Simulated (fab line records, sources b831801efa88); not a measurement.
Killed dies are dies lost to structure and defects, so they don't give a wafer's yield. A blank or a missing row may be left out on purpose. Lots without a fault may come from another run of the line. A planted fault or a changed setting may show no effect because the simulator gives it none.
fab line records | flow sky130
record lots=11 wafers=33 last_day=50
route steps=708 shown FIELD_ISO@17 VT_ADJUST_HVTP@96 GATE_OXIDE@188 POLY_GATE@235 PAD_OPEN@708
lots that met no fault: from a run of the same line without faults
start_h: hours from the record's first day to the start of the lot's first wafer shown | wait_h: hours since the lot's step before | " the same as in the row above | L1.1+2: a row that stands for several wafers | - no value, or no start given | * or withheld: withheld | < > ~ a bound
route shown NAME@n: a module of which the file shows steps, and the number in the route of the first | usual: mean/standard deviation of fault-free wafers | same: alike in all rows | chamber/n: place in a boat | sites: the reading at each site | _std_site: their standard deviation | _edge_site: outer sites' mean less inner sites' | radius_mm: how far each site lies from the wafer's centre | mask NAME#n: copy n | behind: the tool/chamber that last shaped the wafer | hold: why the lot was held/for how many hours/how that ended | device: the transistor (n, p or np) that didn't switch | end of line: the same wafers' tests at the end of the route | a step without rows: its recipe alone | killed: dies lost to structure and defects at the first sort, not the wafer's yield | map: a wafer's dies, x killed, . not, _ none there
set.NAME: the setting as run; set.NAME@STEP: as run at that earlier step | model.NAME: the simulator's own value behind a step, which no gauge read
steps of the route over a sample of lots; a table a step, a row a wafer
services: from which hour (start_h, from the record's first day; less than 0 if before it) a tool's chamber was out of use, for how many hours, and why
## steps
# step SKY_FIELD_ISO_STRIP_16
# recipe chemistry=O2/N2 power_w=1400 pressure_mtorr=1500 platen_temp_c=withheld o2_flow_sccm=3000 n2_flow_sccm=300 overash_fraction=0.5
# usual drypump_motor_current_A=6.0/0.36 oes_product_au=0.377/0.0049 strip_time_to_endpoint_s=3.534/0.03
# columns lot.wafer tool chamber start_h wait_h drypump_motor_current_A oes_product_au rf_hours_counter_h strip_time_to_endpoint_s
L900.1 plasma_asher-02 0 29.16 0.0 6.1 0.375 34 3.533
L900.5 " 1 " " 5.8 0.374 - 3.542
L900.6 " 0 " " 6.1 0.375 - 3.513
L902.2 plasma_asher-02 1 40.16 0.0 5.7 0.384 36 3.585
L902.4 " 0 " " 6.1 0.369 - 3.579
L902.6 " 0 " " 6.1 0.374 - 3.582
L904.2 plasma_asher-01 0 50.61 0.0 6.6 0.376 26 3.516
L904.3 " 0 " " 6.6 0.380 - 3.519
L904.6 " 0 " " 6.6 0.379 - 3.547
L905.1 plasma_asher-01 0 54.01 0.0 6.6 0.378 26 3.577
L905.2 " 1 " " 6.1 0.387 26 3.550
L905.6 " 1 " " 6.2 0.373 - 3.537
L907.1 plasma_asher-01 0 65.66 0.0 6.6 0.374 27 3.546
L907.2 " 1 " " 6.1 0.387 27 3.584
L907.5 " 1 " " 6.1 0.384 - 3.561
L912.1 plasma_asher-01 1 94.76 0.0 6.1 0.379 30 3.483
L912.3 " 1 " " 6.1 0.380 - 3.491
L912.4 " 0 " " 6.6 0.375 - 3.499
L915.2 plasma_asher-02 0 106.26 0.0 6.1 0.372 41 3.530
L915.3 " 0 " " 6.1 0.370 - 3.534
L915.5 " 1 " " 5.7 0.368 - 3.541
L916.1 plasma_asher-02 1 112.11 0.0 5.7 0.376 42 3.564
L916.2 " 0 " " 6.1 0.378 42 3.542
L916.3 " 0 " " 6.1 0.385 - 3.543
L918.1 plasma_asher-01 1 121.39 0.0 6.1 0.373 33 3.515
L918.3 " 0 " " 6.6 0.381 - 3.565
L918.4 " 1 " " 6.1 0.378 - 3.575
L920.1 plasma_asher-04 0 134.26 0.0 5.4 0.380 1 3.458
L920.3 " 0 " " 5.4 0.372 - 3.524
L920.6 " 0 " " 5.4 0.380 - 3.505
L922.1 plasma_asher-04 0 142.19 0.0 5.4 0.372 2 3.518
L922.2 " 1 " " 5.8 0.376 2 3.539
L922.3 " 0 " " 5.4 0.376 - 3.520
# step SKY_VT_ADJUST_HVTP_TW_MEAS_11
# usual VT_ADJUST_HVTP_TW=1361/6.6
# columns lot.wafer tool chamber start_h wait_h VT_ADJUST_HVTP_TW
L900.1 film_metro-01 - 120.43 0.1 1364
L900.5 " - " " 1359
L900.6 " - " " 1366
L902.2 film_metro-02 - 134.86 0.1 1355
L902.4 " - " " 1363
L902.6 " - " " 1365
L904.2 film_metro-01 - 148.41 0.1 1357
L904.3 " - " " 1359
L904.6 " - " " 1357
L905.1 film_metro-01 - 157.43 0.1 1354
L905.2 " - " " 1363
L905.6 " - " " 1364
L907.1 film_metro-04 - 168.60 0.1 1355
L907.2 " - " " 1354
L907.5 " - " " 1351
L912.1 film_metro-02 - 201.68 0.1 1368
L912.3 " - " " 1374
L912.4 " - " " 1368
L915.2 film_metro-04 - 213.96 0.1 1347
L915.3 " - " " 1351
L915.5 " - " " 1345
L916.1 film_metro-04 - 223.03 0.1 1364
L916.2 " - " " 1371
L916.3 " - " " 1361
L918.1 film_metro-01 - 233.80 0.1 1368
L918.3 " - " " 1358
L918.4 " - " " 1361
L920.1 film_metro-01 - 247.85 0.1 1371
L920.3 " - " " 1363
L920.6 " - " " 1361
L922.1 film_metro-02 - 262.10 0.1 1359
L922.2 " - " " 1368
L922.3 " - " " 1363
# step SKY_GATE_OXIDE_OXIDATION_01
# recipe temp_c=900 ambient=O2 stabilise_s=600 purge_s=300 target_thk_a=102.68 ox_time_s=1473
# usual spike_tc_bottom_C=919.3/1.7 spike_tc_centre_C=899.8/1 spike_tc_lower_C=900.6/1.1 spike_tc_top_C=905.8/1.4 spike_tc_upper_C=899.9/1.5
# same purge_s=300
# columns lot.wafer tool chamber start_h wait_h spike_tc_bottom_C spike_tc_centre_C spike_tc_lower_C spike_tc_top_C spike_tc_upper_C
L900.1 furnace-02 0 277.12 0.5 921.4 897.9 901.9 908.9 900.1
L900.5 " 0 " " 920.2 900.2 900.6 906.7 897.4
L900.6 " 0 " " 920.3 900.7 900.3 906.4 897.1
L902.2 furnace-02 0 295.78 0.0 920.8 899.8 901.7 906.8 898.3
L902.4 " 0 " " 920.7 900.3 899.8 906.7 897.0
L902.6 " 0 " " 921.3 899.2 902.8 906.3 899.5
L904.2 furnace-01 0 315.07 1.3 919.2 899.9 900.6 904.4 900.0
L904.3 " 0 " " 918.8 901.2 900.3 903.5 901.0
L904.6 " 0 " " 918.4 900.6 901.0 905.0 901.1
L905.1 furnace-01 0 324.93 0.4 919.8 899.6 900.4 907.2 900.2
L905.2 " 0 " " 919.0 898.8 901.0 903.7 901.5
L905.6 " 0 " " 918.6 899.6 900.7 906.6 898.7
L907.1 furnace-01 0 342.65 1.7 919.4 898.8 900.1 905.9 901.0
L907.2 " 0 " " 919.3 900.8 900.6 904.5 899.9
L907.5 " 0 " " 918.2 899.8 901.8 905.4 899.7
L912.1 furnace-01 0 385.00 0.3 919.6 900.5 901.2 905.2 898.2
L912.3 " 0 " " 917.6 897.0 901.0 906.2 900.7
L912.4 " 0 " " 918.2 899.9 901.7 905.6 900.4
L915.2 furnace-01 0 399.50 1.5 917.7 899.1 899.7 905.1 900.1
L915.3 " 0 " " 918.4 900.3 902.1 903.4 900.0
L915.5 " 0 " " 919.0 899.5 900.3 904.6 901.2
L916.1 furnace-01 0 412.57 0.8 910.5 890.3 890.3 894.4 891.9
L916.2 " 0 " " 910.3 890.4 891.8 897.9 891.2
L916.3 " 0 " " 910.1 889.9 890.4 897.1 893.7
L918.1 furnace-01 0 429.78 0.4 909.1 890.2 889.4 896.1 891.6
L918.3 " 0 " " 911.5 889.4 889.2 895.8 890.3
L918.4 " 0 " " 909.6 888.2 889.5 894.4 891.9
L920.1 furnace-02 0 449.76 0.0 921.2 899.1 900.5 906.7 898.9
L920.3 " 0 " " 921.5 899.2 899.7 907.3 896.8
L920.6 " 0 " " 921.5 898.6 900.3 909.1 897.2
L922.1 furnace-02 0 465.59 0.4 923.6 900.0 901.1 908.9 898.0
L922.2 " 0 " " 921.2 899.8 903.0 908.6 897.3
L922.3 " 0 " " 923.5 899.4 901.6 907.5 897.6
# step SKY_GATE_OXIDE_THK_MEAS_02
# recipe reads=SiO2_of_GATE_OXIDE_OXIDATION_01
# usual GATE_OXIDE_OXIDATION_00_THK=10.28/0.18
# columns lot.wafer tool chamber start_h wait_h hold GATE_OXIDE_OXIDATION_00_THK[nm]
L900.1 film_metro-01 - 278.52 0.0 - 10.27
L900.5 " - " " - 10.46
L900.6 " - " " - 10.42
L902.2 film_metro-01 - 297.20 0.0 - 10.50
L902.4 " - " " - 10.42
L902.6 " - " " - 10.36
L904.2 film_metro-02 - 316.49 0.0 - 10.11
L904.3 " - " " - 10.01
L904.6 " - " " - 9.89
L905.1 film_metro-02 - 326.34 0.0 - 10.28
L905.2 " - " " - 10.47
L905.6 " - " " - 10.28
L907.1 film_metro-03 - 344.06 0.0 - 10.28
L907.2 " - " " - 10.41
L907.5 " - " " - 10.29
L912.1 film_metro-02 - 386.41 0.0 - 10.39
L912.3 " - " " - 10.54
L912.4 " - " " - 10.53
L915.2 film_metro-01 - 400.92 0.0 - 10.50
L915.3 " - " " - 10.39
L915.5 " - " " - 10.28
L916.1 film_metro-01 - 413.98 0.0 await_dispo/0.2h/release 9.25
L916.2 " - " " await_dispo/0.2h/release 9.39
L916.3 " - " " await_dispo/0.2h/release 9.23
L916.1 film_metro-01 - 414.21 0.2 - 9.22
L916.2 " - " " - 9.42
L916.3 " - " " - 9.26
L918.1 film_metro-03 - 431.19 0.0 await_dispo/0.2h/release 9.17
L918.3 " - " " await_dispo/0.2h/release 9.38
L918.4 " - " " await_dispo/0.2h/release 9.11
L918.1 film_metro-03 - 431.42 0.2 - 9.09
L918.3 " - " " - 9.43
L918.4 " - " " - 9.13
L920.1 film_metro-03 - 451.17 0.0 - 10.47
L920.3 " - " " - 10.59
L920.6 " - " " - 10.25
L922.1 film_metro-02 - 467.00 0.0 - 10.17
L922.2 " - " " - 10.12
L922.3 " - " " - 10.24
# step SKY_POLY_GATE_THK_MEAS_21
# recipe reads=SiO2_of_POLY_GATE_OXIDATION_20
# usual POLY_GATE_OXIDATION_THK=4.01/0.078
# columns lot.wafer tool chamber start_h wait_h POLY_GATE_OXIDATION_THK[nm]
L900.1 film_metro-04 - 365.59 0.0 3.92
L900.5 " - " " 3.97
L900.6 " - " " 4.02
L902.2 film_metro-01 - 389.17 0.0 3.96
L902.4 " - " " 4.05
L902.6 " - " " 4.07
L904.2 film_metro-02 - 409.45 0.0 4.05
L904.3 " - " " 3.94
L904.6 " - " " 4.00
L905.1 film_metro-01 - 423.89 0.0 3.98
L905.2 " - " " 3.89
L905.6 " - " " 3.88
L907.1 film_metro-02 - 440.42 0.0 4.09
L907.2 " - " " 4.02
L907.5 " - " " 3.96
L912.1 film_metro-02 - 484.48 0.0 4.09
L912.3 " - " " 4.05
L912.4 " - " " 4.08
L915.2 film_metro-01 - 501.13 0.0 4.08
L915.3 " - " " 4.13
L915.5 " - " " 4.16
L916.1 film_metro-02 - 513.82 0.0 4.02
L916.2 " - " " 4.02
L916.3 " - " " 3.99
L918.1 film_metro-04 - 531.03 0.0 3.96
L918.3 " - " " 4.06
L918.4 " - " " 4.02
L920.1 film_metro-04 - 547.78 0.0 4.15
L920.3 " - " " 4.05
L920.6 " - " " 4.17
L922.1 film_metro-04 - 565.87 0.0 4.03
L922.2 " - " " 4.07
L922.3 " - " " 3.96
# step SKY_PAD_OPEN_PROBE_99
# usual killed_at_M0_to_M3=43/6.5 killed_at_M4_up=3.2/1.8 killed_at_contacts=24/5.2 killed_at_front_end=15/4 killed_at_other=0.4/0.69 killed_dies=86/8.7 killed_on_rim=17/3.7 killed_open=47/7 killed_short=39/5.7
# same gross_dies=492 killed_at_back_side=0
# columns lot.wafer tool chamber start_h wait_h killed_at_M0_to_M3 killed_at_M4_up killed_at_contacts killed_at_front_end killed_at_other killed_dies killed_on_rim killed_open killed_short
L900.1 prober-02 - 1073.62 0.1 35 1 29 14 0 79 12 44 33
L900.5 prober-02 - 1073.82 0.2 30 2 26 19 0 77 11 42 35
L900.6 prober-02 - 1073.87 0.2 49 1 25 17 0 92 20 55 37
L904.2 prober-02 - 1100.05 0.1 64 4 16 20 0 104 17 58 46
L904.3 prober-02 - 1100.10 0.2 44 3 24 12 0 83 16 50 33
L904.6 prober-02 - 1100.25 0.2 43 3 22 9 0 77 16 52 25
L905.1 prober-01 - 1112.51 0.1 43 2 24 14 1 84 19 50 33
L905.2 prober-01 - 1112.56 0.1 46 3 19 6 0 74 15 41 33
L905.6 prober-01 - 1112.76 0.2 37 4 23 12 2 78 11 38 40
L907.1 prober-01 - 1123.72 0.1 59 3 18 17 0 97 17 59 38
L907.2 prober-01 - 1123.77 0.1 38 1 12 13 0 64 6 29 35
L907.5 prober-01 - 1123.92 0.2 44 5 19 16 1 85 17 46 38
L912.1 prober-02 - 1146.27 0.1 46 5 26 9 0 86 15 47 38
L912.3 prober-02 - 1146.37 0.2 44 3 23 9 0 79 13 49 29
L912.4 prober-02 - 1146.42 0.2 47 3 24 16 0 90 19 48 42
# killed by level:class
L900.1 CONTACT:geometric_particle:open=11 FIELD_ISO:geometric_particle:open=9 LI_CONTACT:geometric_particle:open=8 VIA1:geometric_particle:open=6 LI_CONTACT:geometric_particle:short=5 METAL1:geometric_particle:short=5 VIA2:geometric_particle:open=5 CONTACT:geometric_particle:short=4
L900.5 CONTACT:geometric_particle:open=13 FIELD_ISO:geometric_particle:short=7 LI_CONTACT:geometric_particle:open=6 METAL1:geometric_particle:short=6 VIA1:geometric_particle:short=6 VIA2:geometric_particle:open=5 FIELD_ISO:geometric_particle:open=4 POLY_GATE:geometric_particle:open=4
L900.6 VIA1:geometric_particle:open=13 VIA2:geometric_particle:open=9 CONTACT:geometric_particle:open=8 VIA3:geometric_particle:open=7 FIELD_ISO:geometric_particle:open=5 FIELD_ISO:geometric_particle:short=5 LOCAL_INTERCONNECT:geometric_particle:short=5 CONTACT:geometric_particle:short=5
L904.2 VIA1:geometric_particle:open=11 VIA2:geometric_particle:open=11 VIA3:geometric_particle:open=8 VIA1:geometric_particle:short=8 CONTACT:geometric_particle:open=7 FIELD_ISO:geometric_particle:short=6 METAL1:geometric_particle:short=6 FIELD_ISO:geometric_particle:open=5
L904.3 VIA1:geometric_particle:open=10 VIA2:geometric_particle:open=8 CONTACT:geometric_particle:open=8 METAL2:geometric_particle:short=8 LI_CONTACT:geometric_particle:open=7 CONTACT:geometric_particle:short=4 METAL2:geometric_particle:open=4 VIA3:geometric_particle:open=4
L904.6 CONTACT:geometric_particle:open=12 VIA3:geometric_particle:open=10 VIA2:geometric_particle:open=9 VIA1:geometric_particle:open=5 LI_CONTACT:geometric_particle:open=4 LOCAL_INTERCONNECT:geometric_particle:short=4 METAL2:geometric_particle:short=4 METAL1:geometric_particle:short=3
L905.1 CONTACT:geometric_particle:open=12 VIA1:geometric_particle:open=12 POLY_GATE:geometric_particle:open=6 VIA1:geometric_particle:short=6 LI_CONTACT:geometric_particle:open=5 CONTACT:geometric_particle:short=5 METAL3:geometric_particle:short=4 VIA3:geometric_particle:open=4
L905.2 VIA1:geometric_particle:open=14 CONTACT:geometric_particle:open=8 METAL2:geometric_particle:short=7 VIA1:geometric_particle:short=5 METAL1:geometric_particle:short=5 VIA2:geometric_particle:open=5 POLY_GATE:geometric_particle:open=4 LI_CONTACT:geometric_particle:open=4
L905.6 CONTACT:geometric_particle:open=9 LI_CONTACT:geometric_particle:open=7 VIA1:geometric_particle:open=7 METAL2:geometric_particle:short=6 VIA2:geometric_particle:open=5 VIA1:geometric_particle:short=5 METAL3:geometric_particle:short=5 CONTACT:geometric_particle:short=4
L907.1 VIA2:geometric_particle:open=16 VIA3:geometric_particle:open=12 VIA1:geometric_particle:open=8 CONTACT:geometric_particle:open=7 METAL3:geometric_particle:short=6 POLY_GATE:geometric_particle:short=5 SPACER:geometric_particle:open=5 LI_CONTACT:geometric_particle:short=4
L907.2 VIA1:geometric_particle:open=8 FIELD_ISO:geometric_particle:open=5 LI_CONTACT:geometric_particle:open=5 VIA2:geometric_particle:short=5 VIA2:geometric_particle:open=5 METAL2:geometric_particle:short=4 VIA3:geometric_particle:short=4 FIELD_ISO:geometric_particle:short=3
L907.5 VIA1:geometric_particle:open=10 CONTACT:geometric_particle:open=8 VIA2:geometric_particle:open=7 METAL3:geometric_particle:short=7 LI_CONTACT:geometric_particle:open=5 METAL2:geometric_particle:short=5 VIA3:geometric_particle:open=5 METAL4:geometric_particle:short=4
L912.1 VIA1:geometric_particle:open=12 CONTACT:geometric_particle:open=11 VIA3:geometric_particle:open=7 METAL2:geometric_particle:short=6 LOCAL_INTERCONNECT:geometric_particle:short=5 CONTACT:geometric_particle:short=5 METAL1:geometric_particle:short=5 VIA1:geometric_particle:short=5
L912.3 LI_CONTACT:geometric_particle:open=13 VIA1:geometric_particle:open=9 VIA2:geometric_particle:open=8 METAL1:geometric_particle:short=5 METAL2:geometric_particle:short=5 POLY_GATE:geometric_particle:open=4 CONTACT:geometric_particle:open=4 VIA1:geometric_particle:short=4
L912.4 VIA1:geometric_particle:open=11 LI_CONTACT:geometric_particle:open=8 VIA3:geometric_particle:open=8 METAL1:geometric_particle:short=7 VIA2:geometric_particle:open=6 CONTACT:geometric_particle:open=6 POLY_GATE:geometric_particle:short=5 LOCAL_INTERCONNECT:geometric_particle:short=5
## services
# columns tool chamber start_h hours kind
furnace-01 - 61.72 2.9 pm
plasma_asher-02 - 80.71 8.3 repair
plasma_asher-04 - 108.79 9.0 pm
plasma_asher-04 0 108.79 9.0 vent_cycle
plasma_asher-04 1 108.79 9.0 vent_cycle
plasma_asher-04 0 117.79 - clean
plasma_asher-04 1 117.79 - clean
furnace-02 - 169.50 4.5 pm
furnace-02 - 176.79 2.5 pm
plasma_asher-01 - 188.90 2.5 repair
furnace-01 - 191.75 2.2 pm
furnace-01 - 224.46 3.7 pm
furnace-01 - 229.58 3.2 pm
furnace-01 - 250.85 11.4 pm
plasma_asher-02 - 313.45 2.8 repair
furnace-02 - 337.27 2.6 pm
plasma_asher-02 - 340.03 12.6 pm
plasma_asher-02 - 421.25 9.0 pm
plasma_asher-02 0 421.25 9.0 vent_cycle
plasma_asher-02 1 421.25 9.0 vent_cycle
plasma_asher-02 0 430.25 - clean
plasma_asher-02 1 430.25 - clean
plasma_asher-02 - 439.19 14.6 pm
furnace-02 - 458.59 4.4 pm
## key
first_sign step=SKY_GATE_OXIDE_OXIDATION_01 reading=spike_tc_centre_C direction=down sigmas=9.7 usual=899.8 struck=889.7
effect step=SKY_GATE_OXIDE_OXIDATION_01 reading=spike_tc_lower_C direction=down sigmas=9.3 usual=900.6 struck=890.1
effect step=SKY_GATE_OXIDE_THK_MEAS_02 reading=visit direction=added
effect step=SKY_GATE_OXIDE_THK_MEAS_02 reading=GATE_OXIDE_OXIDATION_00_THK direction=down sigmas=5.9 usual=10.28 struck=9.25
met_at SKY_GATE_OXIDE_OXIDATION_01
struck_lots L916,L918
tester_left_out L916,L918
not_acting_at SKY_FIELD_ISO_STRIP_16,SKY_VT_ADJUST_HVTP_TW_MEAS_11,SKY_POLY_GATE_THK_MEAS_21
onset_between 399.50 412.57
fault kind=process_parameter_drift tool=furnace-01 chamber=- onset_h=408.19 steps=SKY_GATE_OXIDE_OXIDATION_01 channel=temp_c offset=* shape=step end_h=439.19 acts_in=* stated=*
# tester_left_out: of these lots the tester's yield and bins aren't shown, on N5 and GAA mostly nor the transistor test; their killed dies are dies lost to structure and defects alone, not to doping, threshold or leakage, so they don't give the yield
